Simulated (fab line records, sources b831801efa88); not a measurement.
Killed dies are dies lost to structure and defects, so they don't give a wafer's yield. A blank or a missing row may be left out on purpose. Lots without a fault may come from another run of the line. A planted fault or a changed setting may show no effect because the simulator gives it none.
A struck lot beside a sound one | flow sky130 | 20 steps out of a route of 708
Sound: wafers L466.1, L466.4, L466.6. Struck: wafers L475.1, L475.3, L475.6. The cause comes at the end.
At each step with rows: each side's tool, then ch and its chambers, then its first start. Under that, the readings that differ: sound wafers | struck wafers | difference of the means | sigmas: that difference in standard deviations of wafers without a fault.
alike: readings whose means differ by less than 2 such deviations, and words and numbers that are the same on both sides. not compared: withheld readings, readings that some wafer has no value for, bounds like >300 that may hide the same value, and numbers for which the record gives no deviation and whose values overlap.
The two part at a step that has a row with sigmas, a row that says differs or no value, or rows on one side only. Numbers that don't overlap but have no deviation are shown without sigmas and don't part them. A reading that every wafer of one side lacks parts them only if that side has two wafers or more.

SKY_LDD_HVP_OVL_MEAS_07:
  sound on overlay-02, day 26 18:35; struck on overlay-01, day 29 09:35
  alike: LDD_HVP_OVL
then, 1 step without rows for these wafers: SKY_LDD_HVP_IMPLANT_08.
SKY_LDD_HVP_STRIP_09: strips in O2/N2.
  sound on plasma_asher-01 ch 0,1, day 26 18:46; struck on plasma_asher-04 ch 0,1, day 29 09:46
  alike: drypump_motor_current_A, oes_product_au, strip_time_to_endpoint_s
  not compared: rf_hours_counter_h
SKY_LDD_HVP_TW_MEAS_10:
  sound on film_metro-01, day 26 18:52; struck on film_metro-01, day 29 09:52
  reading    | sound             | struck            | difference | sigmas
  LDD_HVP_TW | 465.2 464.6 466.0 | 461.6 458.4 460.0 | -5.3       | -3
then, 7 steps without rows for these wafers: SKY_LDD_LDN_DEHYDRATE_00 (time 60 s); SKY_LDD_LDN_HMDS_01 (prime time 60 s); SKY_LDD_LDN_COAT_02 (resist thk 1140 nm); SKY_LDD_LDN_SOFTBAKE_03 (time 60 s); SKY_LDD_LDN_EXPOSE_04 (exposes mask LDNTM, target cd 700 nm); SKY_LDD_LDN_PEB_05; SKY_LDD_LDN_DEVELOP_06 (develop time 60 s).
SKY_LDD_LDN_OVL_MEAS_07:
  sound on overlay-01, day 27 22:51; struck on overlay-02, day 30 13:45
  alike: LDD_LDN_OVL
SKY_LDD_LDN_IMPLANT_08:
  sound on implanter-01 ch 0, day 27 22:53; struck on implanter-02 ch 0, day 30 13:47
  reading                   | sound                | struck               | difference | sigmas
  beam_energy_keV           | 15.000 15.012 15.007 | 21.142 21.138 21.140 | +6.134     | +99 or more
  model.implant.rp_nm (nm)  | 13.11 13.11 13.11    | 16.07 16.07 16.07    | +2.96      |
  model.implant.drp_nm (nm) | 5.933 5.933 5.933    | 7.494 7.494 7.494    | +1.561     |
  alike: rotation_deg
then, 3 steps without rows for these wafers: SKY_LDD_LDN_IMPLANT_09; SKY_LDD_LDN_IMPLANT_10; SKY_LDD_LDN_IMPLANT_11.
SKY_LDD_LDN_STRIP_12: strips in O2/N2.
  sound on plasma_asher-04 ch 0,1, day 27 23:29; struck on plasma_asher-03 ch 0,1, day 30 14:23
  alike: drypump_motor_current_A, oes_product_au, strip_time_to_endpoint_s
  not compared: rf_hours_counter_h
SKY_LDD_LDN_TW_MEAS_13:
  sound on film_metro-03, day 27 23:35; struck on film_metro-04, day 30 14:29
  reading    | sound          | struck         | difference | sigmas
  LDD_LDN_TW | 1475 1481 1481 | 1523 1522 1523 | +44        | +5
then, 1 step without rows for these wafers: SKY_LDD_LDN_CLEAN_14 (cleans in SC1/SC2, time 150 s).
-- the record jumps here: 20 days lie between the struck wafers' starts before and after (it left off in module LDD_LDN and takes up again in module PAD_OPEN, whose first step shown is number 708 of the route) --
SKY_PAD_OPEN_PROBE_99:
  sound on prober-02, day 49 07:13; struck on prober-01, day 50 18:49
  reading                         | sound          | struck         | difference | sigmas
  killed_at_M0_to_M3              | 42 56 50       | 43 28 26       | -17        | -2
  killed_short                    | 43 44 51       | 41 34 22       | -14        | -2
  model.etest.tip_sonos.rs_ohm_sq | 2499 2519 2517 | 2467 2445 2454 | -56        |
  alike: killed_at_M4_up, killed_at_contacts, killed_at_front_end, killed_at_other, killed_dies, killed_open

WHERE THEY PART
First at SKY_LDD_HVP_TW_MEAS_10; last, within this record, at SKY_PAD_OPEN_PROBE_99.

WHY: what the simulator had put in
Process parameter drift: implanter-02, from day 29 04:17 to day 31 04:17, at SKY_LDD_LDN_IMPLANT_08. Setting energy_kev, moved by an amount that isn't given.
